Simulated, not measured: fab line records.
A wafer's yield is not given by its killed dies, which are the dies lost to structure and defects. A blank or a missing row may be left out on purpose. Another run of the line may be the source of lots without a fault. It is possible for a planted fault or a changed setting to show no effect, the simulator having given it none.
Comparing a struck lot with a sound one :: flow gf180mcu :: 14 steps out of a route of 602
Sound: the wafers L287.1, L287.5, L287.6. Struck: wafers L291.2, L291.3, L291.5. At the end, the cause is stated.
Order at every step that has rows: each side's tool, ch and its chambers, its first start. Under that, the readings that differ: sound wafers :: struck wafers :: difference of the means :: sigmas: that difference in standard deviations of wafers without a fault.
alike: readings with means less than 2 such deviations apart, plus words and numbers identical on both sides. not compared: withheld readings, readings lacking a value on some wafer, bounds such as >300 that could conceal the same value, and numbers that have no deviation in the record and whose values overlap.
Wherever a step has rows on one side only, a row that says differs or no value, or a row with sigmas, the two part there. Numbers that have no deviation but don't overlap get no sigmas and don't part them. A reading missing from all wafers of one side parts the sides only when that side holds two or more wafers.

GF_PSD_STRIP_10: strips in O2/N2.
  sound on plasma_asher-03 ch 0,1, day 15 01:35; struck on plasma_asher-03 ch 1, day 16 04:17
  alike: drypump_motor_current_A, heater_power_w, oes_product_au, strip_time_to_endpoint_s
  not compared: rf_hours_counter_h
GF_PSD_TW_MEAS_11:
  sound on film_metro-02 at day 15 01:41; struck on film_metro-03 at day 16 04:23
reading: PSD_TW
sound: 3157 3165 3165
struck: 3230 3222 3206
difference: +57
sigmas: +3
then, 1 step without rows for these wafers: GF_PSD_CLEAN_12 (cleans in SC1/SC2, time 152 s).
GF_PSD_RTA_13: time 20 s.
  sound on rtp_anneal-02 ch 0, day 15 01:47; struck on rtp_anneal-02 ch 0, day 16 04:30
  alike: anneal_temp_c_max, lamp_power_pct, wafer_temp_C_max
GF_PSD_RS_MEAS_14: measures by four-point-probe.
  sound on film_metro-01 at day 15 01:52; struck on film_metro-02 at day 16 04:35
reading: NSD_RS (ohm/sq)
sound: 46.29 46.34 46.32
struck: 46.10 46.04 46.15
difference: -0.22
sigmas: -2
GF_PSD_RS_MEAS_15: measures by four-point-probe.
  sound on film_metro-01 at day 15 01:59; struck on film_metro-02 at day 16 04:43
  alike: PSD_RS
GF_SAB_CVD_00: deposits SiO2 from TEOS, target thk 50 nm, time 4.9302 s.
  sound on pecvd-03 ch 0,1,2, day 15 02:07; struck on pecvd-01 ch 1,2, day 16 04:49
  alike: heater_power_outer_w, heater_power_w
GF_SAB_THK_MEAS_01:
  sound on film_metro-02 at day 15 02:08; struck on film_metro-01 at day 16 04:50
  alike: SAB_CVD_00_THK
then, 4 steps without rows for these wafers: GF_SAB_DEHYDRATE_02 (time 60 s); GF_SAB_HMDS_03 (prime time 60 s); GF_SAB_COAT_04 (resist thk 1000 nm); GF_SAB_SOFTBAKE_05 (time 60 s).
GF_SAB_EXPOSE_06: exposes mask SAB, target cd 420 nm.
  struck on iline_stepper-01, day 16 15:34; sound on iline_stepper-01 ch 0, day 15 13:12
  no value came back on the struck wafers for exposure_dose_mJ_cm2, focus_offset_nm (nm); on the sound wafers exposure_dose_mJ_cm2 reads 139.86 139.82 139.74
  alike: mask
after that, 1 step had no rows for these wafers: GF_SAB_PEB_07.

## WHERE THEY PART
Earliest at GF_PSD_TW_MEAS_11; latest, in this record, at GF_SAB_EXPOSE_06.

WHY: what had been put in by the simulator
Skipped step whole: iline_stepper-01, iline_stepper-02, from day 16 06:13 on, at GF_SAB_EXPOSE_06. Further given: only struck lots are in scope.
